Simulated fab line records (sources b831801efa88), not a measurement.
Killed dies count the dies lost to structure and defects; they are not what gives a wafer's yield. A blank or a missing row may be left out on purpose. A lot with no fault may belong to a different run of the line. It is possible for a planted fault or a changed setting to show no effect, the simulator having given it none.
Chamber matching ; flow sky130 ; rie_si-01 running SKY_FIELD_ISO_ETCH_17: 4 sister chambers
The step etches Si in HBr/Cl2/O2, target depth 342 nm, time 97.7 s. 22 wafers are shown with their chamber, then 11 later ones without.

EACH WAFER AND ITS CHAMBER
wafer;chamber;drypump_motor_current_A (A);chamber_pressure_mTorr (mTorr);oes_product_au (a.u.)
L074.1;2;6.7;15.005;1.006
L074.3;0;5.0;14.981;0.990
L074.4;3;5.7;14.989;0.996
L075.1;3;5.7;14.993;0.994
L075.2;1;6.4;15.028;0.997
L075.5;0;5.0;15.018;0.986
L080.3;0;5.0;15.003;0.992
L080.4;1;6.4;14.996;1.008
L080.5;0;5.0;14.990;1.000
L081.1;1;6.4;15.014;0.996
L081.2;3;5.7;14.981;0.999
L081.5;3;5.7;14.976;0.993
L083.3;1;6.4;15.015;1.001
L083.5;1;6.4;14.994;0.997
L083.6;2;6.7;14.989;1.002
L085.1;3;5.7;15.003;0.996
L085.4;2;6.6;14.988;1.002
L085.5;2;6.6;14.989;0.983
L089.1;2;6.7;15.004;1.002
L089.3;1;6.4;14.995;1.016
L089.6;3;5.7;14.998;1.006
L091.1;1;6.4;15.039;1.007

SIGNATURES (averages over the wafers above)
reading;chamber 0;chamber 1;chamber 2;chamber 3;scatter within a chamber
drypump_motor_current_A;5.000;6.400;6.660;5.700;0.0258
chamber_pressure_mTorr;14.99800;15.01157;14.99500;14.99000;0.0139
oes_product_au;0.99200;1.00314;0.99900;0.99733;0.007
Rule: for each reading, subtract the chamber's mean from the wafer's reading, divide by that reading's scatter and square the result; add these up over the readings and take the root, which gives the wafer's distance from the chamber. If the next closest chamber is less than 2 further off than the closest, the wafer can't be placed; otherwise it belongs to the closest. The scatter is the square root of a quotient: the sum, over the shown wafers, of each reading's squared deviation from its chamber's mean, divided by wafers minus chambers.

WAFERS WHOSE CHAMBER IS MISSING
wafer;drypump_motor_current_A (A);chamber_pressure_mTorr (mTorr);oes_product_au (a.u.)
L091.2;5.7;15.010;1.000
L091.4;5.0;14.982;0.995
L093.2;5.7;14.979;0.992
L093.4;5.0;15.010;0.992
L093.5;6.4;15.003;0.992
L095.1;6.4;15.013;1.002
L095.5;6.4;15.003;0.996
L095.6;6.6;14.970;0.995
L097.3;6.4;15.020;1.002
L097.4;5.7;15.025;1.009
L097.5;6.4;15.012;1.001

THE CHAMBER EACH PASSED THROUGH
wafer;from the rows above;in truth
L091.2;3;3
L091.4;0;0
L093.2;3;3
L093.4;0;0
L093.5;1;1
L095.1;1;1
L095.5;1;1
L095.6;2;2
L097.3;1;1
L097.4;3;3
L097.5;1;1
Placed correctly: 11 of 11. Can't be placed from these rows: 0. 0 placed wrongly.
